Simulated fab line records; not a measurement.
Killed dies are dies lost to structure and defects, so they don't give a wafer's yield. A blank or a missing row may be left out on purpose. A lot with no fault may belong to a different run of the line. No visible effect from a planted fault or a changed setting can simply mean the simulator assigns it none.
fab line records -- flow sky130 -- part 2 of 2: steps 44 to 44 of 44
[record] lots = 6, wafers = 18, last-day = 50
route steps=708 shown VIA2@525 METAL3@532 CAPM@537 PAD_OPEN@708
lots that met no fault: from a run of the same line without faults
start-h: the number of hours between the record's first day and the start of the first shown wafer of the lot -- wait-h: hours from the lot's prior step to this one -- " identical to the entry in the row above -- L1.1+2: several wafers, shown together as one row -- - either no value or no given start -- * or withheld: withheld -- < > ~ a bound
route shown NAME@n: names a module that has steps shown in the file, with the first one's number in the route -- usual: the fault-free wafers' mean and standard deviation -- same: alike in all rows -- chamber/n: place in a boat -- sites: the reading at each site -- _std_site: the standard deviation of these -- _edge_site: inner sites' mean taken away from outer sites' mean -- radius-mm: for every site, how far away it sits from the centre of the wafer -- mask NAME#n: copy n -- behind: tool/chamber where the wafer was last shaped -- hold: cause of the lot's hold/its duration in hours/its outcome -- device: names the non-switching transistor (n, p or np) -- end of line: the route-end tests of the same wafers -- for a step that has no rows: nothing shown but its recipe -- killed: count of dies lost to structure and defects at first sort (not the wafer's yield) -- map: per-die view of a wafer (x killed, . not killed, _ where there is no die)
set.NAME: the setting as run; set.NAME@STEP: as run at that earlier step -- model.NAME: the simulator's own value behind a step, which no gauge read
a table for each step, a row for each wafer; lots at some steps of the route
services: when a tool's chamber went out of use (start-h, in hours from the record's first day, below 0 if earlier), for how many hours, and the reason
[[steps]]
[step SKY_PAD_OPEN_PROBE_99]
[usual] defect-limited-yield = 82.5/1.9, killed_at_M0_to_M3 = 44/6.6, killed_at_M4_up = 3.0/2, killed-at-contacts = 24/5.1, killed-at-front-end = 15/4.1, killed-at-other = 0.4/0.62, killed-dies = 86/9.3, killed-open = 46/6.8, killed-short = 40/5.8
[same] gross-dies = 492, killed-at-back-side = 0
lot.wafer,tool,chamber,start-h,wait-h,defect-limited-yield[%],killed_at_M0_to_M3,killed_at_M4_up,killed-at-contacts,killed-at-front-end,killed-at-other,killed-dies,killed-open,killed-short,model.etest.tester.sort-n-pass,model.etest.tester.sort-yield-pct,model.etest.tester.sort_bin_5_pct,model.etest.cap-mim.bv-v,model.etest.cap-mim.leak-log10-a-cm2,model.etest.cap-mim.c-ff-um2,model.etest.tester.sort_bin_4_pct
L823.3,prober-01,-,1084.12,0.2,79.3,50,0,33,16,3,102,46,53,390,79.27,12.4,13.39,-8.934,2.384,0
L823.5,prober-01,-,1084.22,0.2,83.5,36,4,25,16,0,81,39,42,411,83.54,9.756,13.57,-8.952,2.377,0
L823.6,prober-01,-,1084.27,0.2,81.9,39,3,33,14,0,89,46,43,403,81.91,10.16,13.5,-8.921,2.34,0
L832.1,prober-01,-,1144.91,0.1,81.7,42,3,26,19,0,90,43,47,402,81.71,10.37,13.68,-8.943,2.332,0
L832.5,prober-01,-,1145.11,0.2,80.1,46,5,27,20,0,98,52,46,394,80.08,12.2,14.27,-8.999,2.303,0
L832.6,prober-01,-,1145.16,0.2,83.1,40,5,15,22,1,83,40,41,409,83.13,9.756,14.23,-8.99,2.313,0
L839.1,prober-02,-,1178.86,0.1,80.3,45,5,29,18,0,97,51,46,395,80.28,13.01,13.74,-9.02,2.382,0
L839.3,prober-02,-,1178.96,0.2,83.3,53,0,19,10,0,82,47,35,129,26.22,67.68,10.24,-7.537,3.154,2.551e-13
L839.4,prober-02,-,1179.01,0.2,83.9,39,6,22,12,0,79,47,32,413,83.94,8.333,13.68,-9.024,2.367,0
L840.1,prober-01,-,1180.93,0.1,83.3,38,2,18,23,1,82,47,35,410,83.33,10.37,13.77,-8.986,2.34,0
L840.4,prober-01,-,1181.08,0.2,81.9,45,1,22,20,1,89,48,41,360,73.17,20.31,10.9,-7.842,2.997,0
L840.6,prober-01,-,1181.18,0.2,80.1,55,6,23,13,1,98,48,49,382,77.64,12.6,14.3,-9.112,2.272,0
L841.3,prober-01,-,1187.54,0.2,82.3,46,1,26,14,0,87,43,44,405,82.32,9.756,13.51,-9.077,2.374,0
L841.4,prober-01,-,1187.59,0.2,84.8,48,1,15,9,2,75,47,28,417,84.76,8.943,13.88,-8.994,2.37,0
L841.5,prober-01,-,1187.64,0.2,86.4,33,1,22,10,1,67,37,30,425,86.38,8.537,14.91,-9.003,2.281,0
L843.1,prober-01,-,1191.75,0.1,81.1,47,2,29,14,1,93,52,41,399,81.1,12.4,14.23,-8.975,2.325,0
L843.5,prober-01,-,1191.95,0.2,82.7,48,0,28,9,0,85,47,38,407,82.72,10.98,13.45,-8.913,2.343,0
L843.6,prober-01,-,1192.00,0.2,79.7,48,7,25,20,0,100,63,36,392,79.67,12.6,13.73,-8.894,2.361,0
// killed by level:class
L823.3 CONTACT:geometric-particle:open=14 VIA3:geometric-particle:open=12 LOCAL_INTERCONNECT:geometric-particle:short=10 VIA1:geometric-particle:open=7 FIELD_ISO:geometric-particle:short=5 METAL3:geometric-particle:short=5 VIA3:geometric-particle:short=5 POLY_GATE:geometric-particle:short=4
L823.5 CONTACT:geometric-particle:open=13 VIA3:geometric-particle:open=8 POLY_GATE:geometric-particle:short=7 METAL1:geometric-particle:short=5 METAL2:geometric-particle:short=5 FIELD_ISO:geometric-particle:short=4 LI_CONTACT:geometric-particle:open=4 VIA1:geometric-particle:short=4
L823.6 CONTACT:geometric-particle:open=11 VIA1:geometric-particle:short=8 METAL1:geometric-particle:short=8 LI_CONTACT:geometric-particle:open=7 CONTACT:geometric-particle:short=6 METAL2:geometric-particle:short=5 LOCAL_INTERCONNECT:geometric-particle:short=5 VIA1:geometric-particle:open=5
L832.1 VIA1:geometric-particle:open=8 CONTACT:geometric-particle:open=7 VIA2:geometric-particle:open=7 FIELD_ISO:geometric-particle:open=6 FIELD_ISO:geometric-particle:short=6 CONTACT:geometric-particle:short=6 VIA3:geometric-particle:short=6 LOCAL_INTERCONNECT:geometric-particle:short=5
L832.5 VIA1:geometric-particle:open=9 VIA3:geometric-particle:open=8 LI_CONTACT:geometric-particle:open=8 VIA2:geometric-particle:open=8 POLY_GATE:geometric-particle:open=6 FIELD_ISO:geometric-particle:short=5 POLY_GATE:geometric-particle:short=5 VIA2:geometric-particle:short=5
L832.6 FIELD_ISO:geometric-particle:open=8 VIA1:geometric-particle:open=8 METAL1:geometric-particle:short=8 VIA1:geometric-particle:short=6 VIA3:geometric-particle:open=6 POLY_GATE:geometric-particle:short=5 FIELD_ISO:geometric-particle:short=4 POLY_GATE:geometric-particle:open=4
L839.1 CONTACT:geometric-particle:open=9 METAL2:geometric-particle:short=9 FIELD_ISO:geometric-particle:open=8 LI_CONTACT:geometric-particle:open=8 VIA2:geometric-particle:open=5 METAL1:geometric-particle:short=5 VIA1:geometric-particle:short=5 VIA3:geometric-particle:short=5
L839.3 METAL1:geometric-particle:short=11 VIA1:geometric-particle:open=9 CONTACT:geometric-particle:open=9 VIA2:geometric-particle:open=8 VIA1:geometric-particle:short=7 VIA3:geometric-particle:open=7 FIELD_ISO:geometric-particle:open=5 LOCAL_INTERCONNECT:geometric-particle:short=4
L839.4 CONTACT:geometric-particle:open=12 VIA1:geometric-particle:open=10 VIA2:geometric-particle:open=6 LOCAL_INTERCONNECT:geometric-particle:short=4 METAL1:geometric-particle:short=4 METAL2:geometric-particle:short=4 METAL4:geometric-particle:short=4 FIELD_ISO:geometric-particle:short=3
L840.1 VIA1:geometric-particle:open=13 CONTACT:geometric-particle:open=8 VIA3:geometric-particle:open=8 POLY_GATE:geometric-particle:short=7 FIELD_ISO:geometric-particle:open=5 FIELD_ISO:geometric-particle:short=4 METAL2:geometric-particle:short=4 VIA2:geometric-particle:short=4
L840.4 VIA2:geometric-particle:open=10 CONTACT:geometric-particle:open=9 FIELD_ISO:geometric-particle:open=6 VIA1:geometric-particle:open=6 METAL1:geometric-particle:short=5 LI_CONTACT:geometric-particle:open=5 VIA3:geometric-particle:open=5 POLY_GATE:geometric-particle:short=4
L840.6 VIA2:geometric-particle:open=12 VIA1:geometric-particle:open=10 CONTACT:geometric-particle:open=8 POLY_GATE:geometric-particle:short=7 METAL1:geometric-particle:short=7 LI_CONTACT:geometric-particle:open=6 METAL2:geometric-particle:short=6 VIA3:geometric-particle:short=5
L841.3 VIA1:geometric-particle:open=14 CONTACT:geometric-particle:open=11 METAL2:geometric-particle:short=7 LOCAL_INTERCONNECT:geometric-particle:short=6 METAL1:geometric-particle:short=5 LI_CONTACT:geometric-particle:open=5 METAL3:geometric-particle:short=5 VIA3:geometric-particle:short=4
L841.4 VIA1:geometric-particle:open=15 VIA2:geometric-particle:open=11 LI_CONTACT:geometric-particle:open=6 METAL1:geometric-particle:short=5 VIA3:geometric-particle:open=4 FIELD_ISO:geometric-particle:short=3 CONTACT:geometric-particle:open=3 METAL2:geometric-particle:short=3
L841.5 VIA1:geometric-particle:open=9 CONTACT:geometric-particle:open=8 CONTACT:geometric-particle:short=6 VIA3:geometric-particle:open=6 VIA2:geometric-particle:open=5 METAL2:geometric-particle:short=5 FIELD_ISO:geometric-particle:short=3 LOCAL_INTERCONNECT:geometric-particle:short=3
L843.1 CONTACT:geometric-particle:open=13 VIA1:geometric-particle:open=9 VIA2:geometric-particle:open=9 CONTACT:geometric-particle:short=6 VIA3:geometric-particle:short=6 LI_CONTACT:geometric-particle:open=5 METAL1:geometric-particle:short=5 METAL2:geometric-particle:short=5
L843.5 VIA3:geometric-particle:open=11 LI_CONTACT:geometric-particle:short=7 VIA1:geometric-particle:open=7 VIA1:geometric-particle:short=6 LI_CONTACT:geometric-particle:open=6 CONTACT:geometric-particle:open=6 VIA2:geometric-particle:open=6 POLY_GATE:geometric-particle:open=4
L843.6 VIA1:geometric-particle:open=15 CONTACT:geometric-particle:open=10 VIA2:geometric-particle:open=9 VIA3:geometric-particle:open=8 POLY_GATE:geometric-particle:open=7 LI_CONTACT:geometric-particle:open=6 CONTACT:geometric-particle:short=6 POLY_GATE:geometric-particle:short=4
[[services]]
tool,chamber,start-h,hours,kind
pvd-sputter-04,-,843.98,14.7,repair
rie-diel-01,1,853.89,1.4,repair
cmp-02,-,860.25,0.6,repair
cmp-02,-,890.01,0.8,repair
pvd-sputter-04,-,903.38,32.2,repair
cmp-02,-,907.97,0.5,repair
cmp-01,-,912.00,4.0,pm
pecvd-02,1,912.87,8.6,repair
pvd-sputter-01,-,915.19,2.7,repair
plasma-asher-04,-,917.96,3.3,repair
rie-diel-04,2,918.74,9.9,repair
rie-diel-03,0,919.19,15.4,repair
pecvd-02,-,919.66,6.0,pm
pvd-sputter-01,-,923.58,3.6,repair
rie-diel-04,2,942.19,4.8,repair
rie-diel-04,1,952.67,2.9,repair
rie-diel-04,3,964.81,17.0,repair
cmp-02,-,967.95,6.4,pm
cmp-01,-,972.04,1.9,repair
rie-diel-03,3,991.12,9.3,repair
plasma-asher-04,-,1002.30,2.8,pm
pecvd-02,-,1006.74,2.8,pm
cmp-02,-,1020.13,6.5,pm
cmp-01,-,1026.65,5.8,pm
[[key]]
[first-sign] step = SKY_CAPM_THK_MEAS_01, reading = visit, direction = added
[effect] step = SKY_CAPM_THK_MEAS_01, reading = CAPM_CVD_00_THK, direction = down, sigmas = 17, usual = 15.53, struck = 11.85
[effect] step = SKY_METAL3_ETCH_17, reading = oes-product-au, direction = down, sigmas = 12, usual = 0.755, struck = 0.670
[model-effect] step = SKY_CAPM_CVD_00, value = SiO2_of_CAPM_CVD_00.thk-nm, without = 15.52, struck = 11.85
[model-effect] step = SKY_METAL3_ETCH_17, value = etch.depth-nm, without = 15.52, struck = 11.85
[model-effect] step = SKY_PAD_OPEN_PROBE_99, value = etest.tester.sort-n-pass, without = 406.5, struck = 244.5
met-at SKY_CAPM_CVD_00
struck-wafers L839.3,L840.4
[fault] kind = process-parameter-drift, tool = pecvd-02, chamber = 0, onset-h = 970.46, steps = SKY_CAPM_CVD_00, channel = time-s, offset = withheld, shape = step, end-h = 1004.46, acts-in = *
